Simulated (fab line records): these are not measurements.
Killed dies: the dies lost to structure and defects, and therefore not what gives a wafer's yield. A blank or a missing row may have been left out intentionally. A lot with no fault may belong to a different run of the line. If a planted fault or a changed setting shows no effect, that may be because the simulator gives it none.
The tool behind it: which one? / flow sky130 / 30 wafers from 10 lots sampled at 7 of the route's 708 steps

WHAT THE GAUGES READ, wafer by wafer
SKY_POLY_CUT_OVL_MEAS_09.
lot=L564; measured=day 25 02:01; on=overlay-02; POLY_CUT_OVL (nm)=0 2 1
lot=L565; measured=day 25 06:47; on=overlay-02; POLY_CUT_OVL (nm)=-5 -4 3
lot=L563; measured=day 25 07:09; on=overlay-01; POLY_CUT_OVL (nm)=-7 -1 2
lot=L577; measured=day 29 06:30; on=overlay-02; POLY_CUT_OVL (nm)=10 10 7
lot=L578; measured=day 29 11:33; on=overlay-01; POLY_CUT_OVL (nm)=-5 4 -4
lot=L579; measured=day 29 21:55; on=overlay-02; POLY_CUT_OVL (nm)=8 10 12
lot=L580; measured=day 30 06:38; on=overlay-01; POLY_CUT_OVL (nm)=-7 -3 -7
lot=L581; measured=day 30 10:40; on=overlay-01; POLY_CUT_OVL (nm)=4 14 7
lot=L582; measured=day 31 06:30; on=overlay-02; POLY_CUT_OVL (nm)=-6 -7 -8
lot=L583; measured=day 31 23:44; on=overlay-01; POLY_CUT_OVL (nm)=-9 -9 -8

SKY_SD_N_TW_MEAS_12.
lot=L564; measured=day 28 18:52; on=film-metro-03; SD_N_TW=4012 4026 4005
lot=L565; measured=day 28 20:59; on=film-metro-04; SD_N_TW=3397 3400 3411
lot=L563; measured=day 28 22:50; on=film-metro-04; SD_N_TW=3392 3394 3392
lot=L577; measured=day 32 17:02; on=film-metro-01; SD_N_TW=4024 4035 4034
lot=L578; measured=day 32 20:38; on=film-metro-01; SD_N_TW=4050 4030 4044
lot=L579; measured=day 33 07:34; on=film-metro-04; SD_N_TW=4001 4020 4014
lot=L580; measured=day 33 16:17; on=film-metro-03; SD_N_TW=4093 4066 4060
lot=L581; measured=day 33 20:30; on=film-metro-01; SD_N_TW=4045 4045 4038
lot=L582; measured=day 34 16:32; on=film-metro-01; SD_N_TW=4002 4025 3989
lot=L583; measured=day 35 06:50; on=film-metro-03; SD_N_TW=4016 4021 4031

SKY_SD_N_RS_MEAS_16: measures by four-point-probe.
lot=L564; measured=day 28 19:10; on=film-metro-03; SD_N_RS (ohm/sq)=68.42 68.49 68.52
lot=L565; measured=day 28 21:17; on=film-metro-04; SD_N_RS (ohm/sq)=168.01 168.85 168.15
lot=L563; measured=day 28 23:07; on=film-metro-03; SD_N_RS (ohm/sq)=167.01 168.30 167.22
lot=L577; measured=day 32 17:19; on=film-metro-03; SD_N_RS (ohm/sq)=68.80 68.66 68.87
lot=L578; measured=day 32 20:55; on=film-metro-03; SD_N_RS (ohm/sq)=68.65 68.48 68.61
lot=L579; measured=day 33 07:52; on=film-metro-01; SD_N_RS (ohm/sq)=68.56 68.66 68.82
lot=L580; measured=day 33 16:34; on=film-metro-01; SD_N_RS (ohm/sq)=68.59 68.59 68.63
lot=L581; measured=day 33 20:47; on=film-metro-03; SD_N_RS (ohm/sq)=68.62 68.46 68.54
lot=L582; measured=day 34 16:49; on=film-metro-03; SD_N_RS (ohm/sq)=68.65 68.57 68.57
lot=L583; measured=day 35 07:07; on=film-metro-01; SD_N_RS (ohm/sq)=68.77 68.65 68.54

SKY_LI_CONTACT_THK_MEAS_01.
lot=L564; measured=day 28 19:38; on=film-metro-03; LI_CONTACT_HDPCVD_THK (nm)=928 926 928
lot=L565; measured=day 28 21:49; on=film-metro-03; LI_CONTACT_HDPCVD_THK (nm)=926 930 918
lot=L563; measured=day 28 23:36; on=film-metro-04; LI_CONTACT_HDPCVD_THK (nm)=920 921 921
lot=L577; measured=day 32 17:48; on=film-metro-01; LI_CONTACT_HDPCVD_THK (nm)=929 939 924
lot=L578; measured=day 32 21:24; on=film-metro-03; LI_CONTACT_HDPCVD_THK (nm)=934 931 942
lot=L579; measured=day 33 08:20; on=film-metro-03; LI_CONTACT_HDPCVD_THK (nm)=933 942 939
lot=L580; measured=day 33 17:02; on=film-metro-04; LI_CONTACT_HDPCVD_THK (nm)=927 933 914
lot=L581; measured=day 33 21:19; on=film-metro-01; LI_CONTACT_HDPCVD_THK (nm)=914 918 921
lot=L582; measured=day 34 17:17; on=film-metro-04; LI_CONTACT_HDPCVD_THK (nm)=932 936 927
lot=L583; measured=day 35 07:36; on=film-metro-04; LI_CONTACT_HDPCVD_THK (nm)=940 940 942

EACH LOT AND THE TOOL THAT RAN IT (in order: tool; ch and the chambers of the sampled wafers; start)
lot=L564; SKY_SD_P_STRIP_10=plasma-asher-04 ch 0,1, day 26 08:31; SKY_SD_N_IMPLANT_09=implanter-03 ch 0, day 28 18:29; SKY_SD_N_STRIP_11=plasma-asher-02 ch 0,1, day 28 18:46
lot=L565; SKY_SD_P_STRIP_10=plasma-asher-04 ch 0,1, day 26 11:59; SKY_SD_N_IMPLANT_09=implanter-03 ch 0, day 28 20:35; SKY_SD_N_STRIP_11=plasma-asher-03 ch 1, day 28 20:53
lot=L563; SKY_SD_P_STRIP_10=plasma-asher-04 ch 0,1, day 26 12:53; SKY_SD_N_IMPLANT_09=implanter-03 ch 0, day 28 22:26; SKY_SD_N_STRIP_11=plasma-asher-01 ch 0,1, day 28 22:44
lot=L577; SKY_SD_P_STRIP_10=plasma-asher-04 ch 0,1, day 30 10:44; SKY_SD_N_IMPLANT_09=implanter-01 ch 0, day 32 16:38; SKY_SD_N_STRIP_11=plasma-asher-01 ch 0,1, day 32 16:56
lot=L578; SKY_SD_P_STRIP_10=plasma-asher-02 ch 0,1, day 30 14:53; SKY_SD_N_IMPLANT_09=implanter-03 ch 0, day 32 20:14; SKY_SD_N_STRIP_11=plasma-asher-03 ch 0,1, day 32 20:32
lot=L579; SKY_SD_P_STRIP_10=plasma-asher-02 ch 0,1, day 31 01:31; SKY_SD_N_IMPLANT_09=implanter-02 ch 0, day 33 07:11; SKY_SD_N_STRIP_11=plasma-asher-02 ch 0,1, day 33 07:28
lot=L580; SKY_SD_P_STRIP_10=plasma-asher-04 ch 0,1, day 31 10:05; SKY_SD_N_IMPLANT_09=implanter-01 ch 0, day 33 15:53; SKY_SD_N_STRIP_11=plasma-asher-01 ch 1, day 33 16:11
lot=L581; SKY_SD_P_STRIP_10=plasma-asher-04 ch 0,1, day 31 13:56; SKY_SD_N_IMPLANT_09=implanter-01 ch 0, day 33 20:07; SKY_SD_N_STRIP_11=plasma-asher-03 ch 0,1, day 33 20:23
lot=L582; SKY_SD_P_STRIP_10=plasma-asher-01 ch 0,1, day 32 10:14; SKY_SD_N_IMPLANT_09=implanter-01 ch 0, day 34 16:08; SKY_SD_N_STRIP_11=plasma-asher-03 ch 0,1, day 34 16:26
lot=L583; SKY_SD_P_STRIP_10=plasma-asher-04 ch 0, day 33 02:29; SKY_SD_N_IMPLANT_09=implanter-01 ch 0, day 35 06:26; SKY_SD_N_STRIP_11=plasma-asher-01 ch 0,1, day 35 06:44
- SKY_SD_P_STRIP_10: strips in O2/N2.
- SKY_SD_N_IMPLANT_09
- SKY_SD_N_STRIP_11: strips in O2/N2.

AS READ BY THE TOOLS THEMSELVES (means over the sampled wafers that have a number; for cases with no such wafer, the mark the record gives instead)
SKY_SD_P_STRIP_10.
lot=L564; tool=plasma-asher-04; drypump-motor-current-A (A)=5.70; oes-product-au (a.u.)=0.616; strip-time-to-endpoint-s (s)=17.51
lot=L565; tool=plasma-asher-04; drypump-motor-current-A (A)=5.71; oes-product-au (a.u.)=0.620; strip-time-to-endpoint-s (s)=17.47
lot=L563; tool=plasma-asher-04; drypump-motor-current-A (A)=5.69; oes-product-au (a.u.)=0.618; strip-time-to-endpoint-s (s)=17.43
lot=L577; tool=plasma-asher-04; drypump-motor-current-A (A)=5.72; oes-product-au (a.u.)=0.614; strip-time-to-endpoint-s (s)=17.45
lot=L578; tool=plasma-asher-02; drypump-motor-current-A (A)=5.81; oes-product-au (a.u.)=0.616; strip-time-to-endpoint-s (s)=17.51
lot=L579; tool=plasma-asher-02; drypump-motor-current-A (A)=5.53; oes-product-au (a.u.)=0.617; strip-time-to-endpoint-s (s)=17.47
lot=L580; tool=plasma-asher-04; drypump-motor-current-A (A)=5.72; oes-product-au (a.u.)=0.618; strip-time-to-endpoint-s (s)=17.48
lot=L581; tool=plasma-asher-04; drypump-motor-current-A (A)=5.70; oes-product-au (a.u.)=0.620; strip-time-to-endpoint-s (s)=17.53
lot=L582; tool=plasma-asher-01; drypump-motor-current-A (A)=5.78; oes-product-au (a.u.)=0.615; strip-time-to-endpoint-s (s)=17.46
lot=L583; tool=plasma-asher-04; drypump-motor-current-A (A)=5.69; oes-product-au (a.u.)=0.620; strip-time-to-endpoint-s (s)=17.48

SKY_SD_N_IMPLANT_09.
lot=L564; tool=implanter-03; beam-on-s (s)=20.5; dose-ions-cm2=3.998e+15; end-station-pressure-torr (Torr)=1.22e-05; faraday-current-uA=10748
lot=L565; tool=implanter-03; beam-on-s (s)=10.1; dose-ions-cm2=4.647e+14; end-station-pressure-torr (Torr)=6.97e-06; faraday-current-uA=2575
lot=L563; tool=implanter-03; beam-on-s (s)=10.1; dose-ions-cm2=4.603e+14; end-station-pressure-torr (Torr)=7.07e-06; faraday-current-uA=2587
lot=L577; tool=implanter-01; beam-on-s (s)=19.1; dose-ions-cm2=3.998e+15; end-station-pressure-torr (Torr)=1.25e-05; faraday-current-uA=11531
lot=L578; tool=implanter-03; beam-on-s (s)=20.6; dose-ions-cm2=3.995e+15; end-station-pressure-torr (Torr)=1.18e-05; faraday-current-uA=10666
lot=L579; tool=implanter-02; beam-on-s (s)=17.0; dose-ions-cm2=4.000e+15; end-station-pressure-torr (Torr)=1.37e-05; faraday-current-uA=12835
lot=L580; tool=implanter-01; beam-on-s (s)=19.0; dose-ions-cm2=3.999e+15; end-station-pressure-torr (Torr)=1.29e-05; faraday-current-uA=11566
lot=L581; tool=implanter-01; beam-on-s (s)=19.1; dose-ions-cm2=3.997e+15; end-station-pressure-torr (Torr)=1.25e-05; faraday-current-uA=11517
lot=L582; tool=implanter-01; beam-on-s (s)=19.1; dose-ions-cm2=3.998e+15; end-station-pressure-torr (Torr)=1.25e-05; faraday-current-uA=11451
lot=L583; tool=implanter-01; beam-on-s (s)=19.0; dose-ions-cm2=4.000e+15; end-station-pressure-torr (Torr)=1.36e-05; faraday-current-uA=11523

SKY_SD_N_STRIP_11.
lot=L564; tool=plasma-asher-02; drypump-motor-current-A (A)=5.8; oes-product-au (a.u.)=0.526; strip-time-to-endpoint-s (s)=22.54
lot=L565; tool=plasma-asher-03; drypump-motor-current-A (A)=5.2; oes-product-au (a.u.)=0.647; strip-time-to-endpoint-s (s)=15.93
lot=L563; tool=plasma-asher-01; drypump-motor-current-A (A)=5.8; oes-product-au (a.u.)=0.648; strip-time-to-endpoint-s (s)=15.95
lot=L577; tool=plasma-asher-01; drypump-motor-current-A (A)=5.8; oes-product-au (a.u.)=0.528; strip-time-to-endpoint-s (s)=22.59
lot=L578; tool=plasma-asher-03; drypump-motor-current-A (A)=5.5; oes-product-au (a.u.)=0.531; strip-time-to-endpoint-s (s)=22.51
lot=L579; tool=plasma-asher-02; drypump-motor-current-A (A)=5.8; oes-product-au (a.u.)=0.523; strip-time-to-endpoint-s (s)=22.58
lot=L580; tool=plasma-asher-01; drypump-motor-current-A (A)=5.9; oes-product-au (a.u.)=0.526; strip-time-to-endpoint-s (s)=22.54
lot=L581; tool=plasma-asher-03; drypump-motor-current-A (A)=5.5; oes-product-au (a.u.)=0.526; strip-time-to-endpoint-s (s)=22.55
lot=L582; tool=plasma-asher-03; drypump-motor-current-A (A)=5.9; oes-product-au (a.u.)=0.527; strip-time-to-endpoint-s (s)=22.52
lot=L583; tool=plasma-asher-01; drypump-motor-current-A (A)=5.8; oes-product-au (a.u.)=0.528; strip-time-to-endpoint-s (s)=22.52

THE ANSWER, worked out from the rows above alone
Rule: usual is defined by the lots themselves. Put in order of their means at a reading, lots are off if they are a third of the lots or fewer, leave a main group of 4 or more, and stand apart from it by a gap of 3 or more times the standard deviation of the main group's means; of several such gaps the widest counts. The tables above print the reading to a certain number of digits; a main group whose means all agree to those digits is not used. Also off: a lot with no number at a reading for which 4 or more lots have one. The other lots that the step has rows for count as sound. First the gauges in route order, then the tools' own readings, where a lot's mean is used as printed above. At the first step where some lot is off, the reading lying furthest off is the one used; lots without a number count as furthest.
Off: at SKY_SD_N_TW_MEAS_12 (SD_N_TW), L565, L563. The main group: mean 4030, standard deviation 21.
If a tool, at a process step before that reading, ran all the lots that are off and no sound lot after the first of them, it fits. The gauges at SKY_SD_N_TW_MEAS_12 aren't tried: what is off there is off at SKY_SD_N_IMPLANT_09 too, on other tools, and a gauge's error can't cause that. None of those tried fits.

WHAT HAD BEEN PUT IN BY THE SIMULATOR
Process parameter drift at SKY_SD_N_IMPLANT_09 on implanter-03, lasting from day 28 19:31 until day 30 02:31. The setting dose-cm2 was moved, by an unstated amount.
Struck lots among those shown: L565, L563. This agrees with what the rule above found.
